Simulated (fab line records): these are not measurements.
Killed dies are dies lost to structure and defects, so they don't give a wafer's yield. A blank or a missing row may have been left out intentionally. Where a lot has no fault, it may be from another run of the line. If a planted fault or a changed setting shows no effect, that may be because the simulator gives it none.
Which tool is to blame? | flow sfqLine | 14 lots with 42 wafers sampled at 4 steps, on a route of 325 steps

WHAT THE GAUGES SHOWED, per wafer
SFQ_I6_BOW_MEAS_941. Usual: for I6_BOW the level is 7 um and the standard deviation is 12.
lot  | measured     | on           | I6_BOW (um) | flag
L568 | day 66 19:34 | filmMetro-03 | 6 9 2       | 
L570 | day 71 12:34 | filmMetro-04 | 12 14 14    | 
L572 | day 71 16:45 | filmMetro-03 | 11 3 12     | 
L574 | day 72 18:43 | filmMetro-03 | 18 7 11     | 
L576 | day 73 00:10 | filmMetro-01 | 19 10 13    | 
L577 | day 73 06:13 | filmMetro-03 | -7 2 7      | 
L580 | day 73 12:10 | filmMetro-03 | 4 3 12      | 
L581 | day 79 07:46 | filmMetro-01 | -6 -1 -4    | 
L582 | day 73 18:10 | filmMetro-01 | 7 7 19      | 
L583 | day 81 04:33 | filmMetro-01 | 15 0 12     | 
L587 | day 85 22:04 | filmMetro-03 | -5 0 8      | 
L588 | day 86 01:20 | filmMetro-01 | 17 18 9     | 
L589 | day 86 03:10 | filmMetro-03 | 4 0 -1      | 
L591 | day 86 09:55 | filmMetro-03 | 14 5 1      | 

TOOL THAT RAN EACH LOT (tool first, then ch and the chambers of the sampled wafers, then the start)
lot  | SFQ_TRILAYER_I0_VIA_LITHO_EXPOSE_032 | SFQ_TRILAYER_M4_ETCH_METAL_ETCH_096 | SFQ_TRILAYER_A5C_DEP_PECVD_142
L568 | krfScanner-02 ch 0, day 16 17:22     | rieMetal-01 ch 1, day 49 21:58      | pecvd-01 ch 0,1,2, day 56 08:11
L570 | krfScanner-02 ch 0, day 17 01:58     | rieMetal-02 ch 0,1, day 50 01:41    | pecvd-01 ch 0,2, day 65 18:44
L572 | krfScanner-02 ch 0, day 18 09:13     | rieMetal-02 ch 0,1, day 50 04:05    | pecvd-03 ch 1,2, day 66 01:56
L574 | krfScanner-01 ch 0, day 19 06:56     | rieMetal-01 ch 0,1, day 51 12:25    | pecvd-01 ch 0,2, day 67 03:08
L576 | krfScanner-02 ch 0, day 20 03:08     | rieMetal-03 ch 0,1, day 61 19:27    | pecvd-04 ch 0,1,2, day 67 20:58
L577 | krfScanner-01 ch 0, day 20 13:34     | rieMetal-02 ch 0,1, day 61 20:41    | pecvd-03 ch 1,2, day 67 22:10
L580 | krfScanner-01 ch 0, day 20 22:46     | rieMetal-03 ch 0,1, day 62 03:51    | pecvd-03 ch 1,2, day 68 09:14
L581 | krfScanner-01 ch 0, day 21 00:22     | rieMetal-01 ch 0,1, day 62 07:29    | pecvd-01 ch 0,1,2, day 72 21:30
L582 | krfScanner-01, day 21 01:10          | rieMetal-01 ch 0,1, day 62 09:51    | pecvd-01 ch 0,1,2, day 68 12:14
L583 | krfScanner-01, day 21 02:46          | rieMetal-01 ch 0, day 62 12:23      | pecvd-04 ch 0,1, day 73 02:17
L587 | krfScanner-01 ch 0, day 21 07:10     | rieMetal-03 ch 0, day 62 20:39      | pecvd-03 ch 0,2, day 74 07:05
L588 | krfScanner-01 ch 0, day 21 08:22     | rieMetal-03 ch 0,1, day 62 23:03    | pecvd-01 ch 1,2, day 77 09:52
L589 | krfScanner-01 ch 0, day 21 09:46     | rieMetal-03 ch 0,1, day 63 03:51    | pecvd-01 ch 0,2, day 77 22:02
L591 | krfScanner-01 ch 0, day 21 12:10     | rieMetal-02 ch 0,1, day 63 07:27    | pecvd-03 ch 0,1,2, day 78 19:22
- SFQ_TRILAYER_I0_VIA_LITHO_EXPOSE_032: exposes mask I0, target cd 500 nm.
- SFQ_TRILAYER_M4_ETCH_METAL_ETCH_096: etches Nb in Cl2/Ar, stops on SiO2, target depth 240 nm, time 120 s.
- SFQ_TRILAYER_A5C_DEP_PECVD_142: deposits SiO2 from SiH4/N2O, time 15.556 s, target thk 70 nm.

WHAT THE TOOLS THEMSELVES READ (means of the sampled wafers that have a number; where no wafer has one, the mark that the record gives instead)
SFQ_TRILAYER_I0_VIA_LITHO_EXPOSE_032. Usual: exposureDoseMJCm2 21.301, standard deviation 0.018; focusOffsetNm 0.1 nm, standard deviation 0.58.
lot  | tool          | exposureDoseMJCm2 | focusOffsetNm (nm) | flag
L568 | krfScanner-02 | 21.299            | -0.5               | 
L570 | krfScanner-02 | 21.278            | 0.0                | 
L572 | krfScanner-02 | 21.294            | -0.3               | 
L574 | krfScanner-01 | 21.282            | -0.3               | 
L576 | krfScanner-02 | 21.296            | 0.4                | 
L577 | krfScanner-01 | 21.295            | 0.0                | 
L580 | krfScanner-01 | 21.316            | 0.6                | 
L581 | krfScanner-01 | 21.288            | -0.2               | 
L582 | krfScanner-01 | -                 | -                  | OFF
L583 | krfScanner-01 | -                 | -                  | OFF
L587 | krfScanner-01 | 21.320            | 0.4                | 
L588 | krfScanner-01 | 21.301            | 0.5                | 
L589 | krfScanner-01 | 21.335            | 0.1                | 
L591 | krfScanner-01 | 21.335            | -0.3               | 

SFQ_TRILAYER_M4_ETCH_METAL_ETCH_096. Usual: chamberPressureMTorr 10.000 mTorr, standard deviation 0.0093; drypumpMotorCurrentA 6.07 A, standard deviation 0.27; oesProductAu 0.892 a.u., standard deviation 0.0066.
lot  | tool        | chamberPressureMTorr (mTorr) | drypumpMotorCurrentA (A) | oesProductAu (a.u.) | flag
L568 | rieMetal-01 | 10.000                       | 6.08                     | 0.896               | 
L570 | rieMetal-02 | 9.995                        | 6.01                     | 0.896               | 
L572 | rieMetal-02 | 10.002                       | 6.01                     | 0.890               | 
L574 | rieMetal-01 | 10.000                       | 6.02                     | 0.899               | 
L576 | rieMetal-03 | 9.990                        | 6.02                     | 0.895               | 
L577 | rieMetal-02 | 9.995                        | 6.04                     | 0.894               | 
L580 | rieMetal-03 | 10.000                       | 6.30                     | 0.890               | 
L581 | rieMetal-01 | 9.999                        | 6.07                     | 0.886               | 
L582 | rieMetal-01 | 9.997                        | 6.00                     | 0.900               | 
L583 | rieMetal-01 | 10.000                       | 5.92                     | 0.891               | 
L587 | rieMetal-03 | 10.003                       | 6.55                     | 0.894               | 
L588 | rieMetal-03 | 10.002                       | 6.31                     | 0.888               | 
L589 | rieMetal-03 | 10.010                       | 6.30                     | 0.890               | 
L591 | rieMetal-02 | 10.003                       | 6.01                     | 0.893               | 

SFQ_TRILAYER_A5C_DEP_PECVD_142. Usual: heaterPowerW 84 W, standard deviation 17; throttleValvePct 25.0 %, standard deviation 1.4.
lot  | tool     | heaterPowerW (W) | throttleValvePct (%) | flag
L568 | pecvd-01 | 83               | 24.5                 | 
L570 | pecvd-01 | 76               | 25.1                 | 
L572 | pecvd-03 | 98               | 27.4                 | 
L574 | pecvd-01 | 73               | 25.5                 | 
L576 | pecvd-04 | 72               | 24.5                 | 
L577 | pecvd-03 | 100              | 26.5                 | 
L580 | pecvd-03 | 109              | 26.3                 | 
L581 | pecvd-01 | 80               | 25.6                 | 
L582 | pecvd-01 | 84               | 25.4                 | 
L583 | pecvd-04 | 65               | 25.0                 | 
L587 | pecvd-03 | 93               | 22.9                 | 
L588 | pecvd-01 | 74               | 26.2                 | 
L589 | pecvd-01 | 72               | 26.1                 | 
L591 | pecvd-03 | 97               | 23.2                 | 

THE ANSWER, worked out from the rows above alone
Rule: lot off if the mean of its wafers having a number is beyond 3 standard deviations from the usual mean. Also off: a lot with no number at a reading for which 4 or more lots have one. Where the step has rows for the other lots, those lots are counted as sound. The gauges are gone through in route order, then the tools' own readings, and for those a lot's mean is taken as printed above. The first step at which some lot is off is used, and at that step the reading that is off furthest; a lot without a number counts as furthest.
Off at SFQ_TRILAYER_I0_VIA_LITHO_EXPOSE_032 (exposureDoseMJCm2): L582, L583. Without a number there: L582, L583.
If a tool, at that step or one of the process steps before it, ran each lot that is off and ran no sound lot following the first of them, it fits. Of those tried, none fits.

WHAT THE SIMULATOR HAD PUT IN
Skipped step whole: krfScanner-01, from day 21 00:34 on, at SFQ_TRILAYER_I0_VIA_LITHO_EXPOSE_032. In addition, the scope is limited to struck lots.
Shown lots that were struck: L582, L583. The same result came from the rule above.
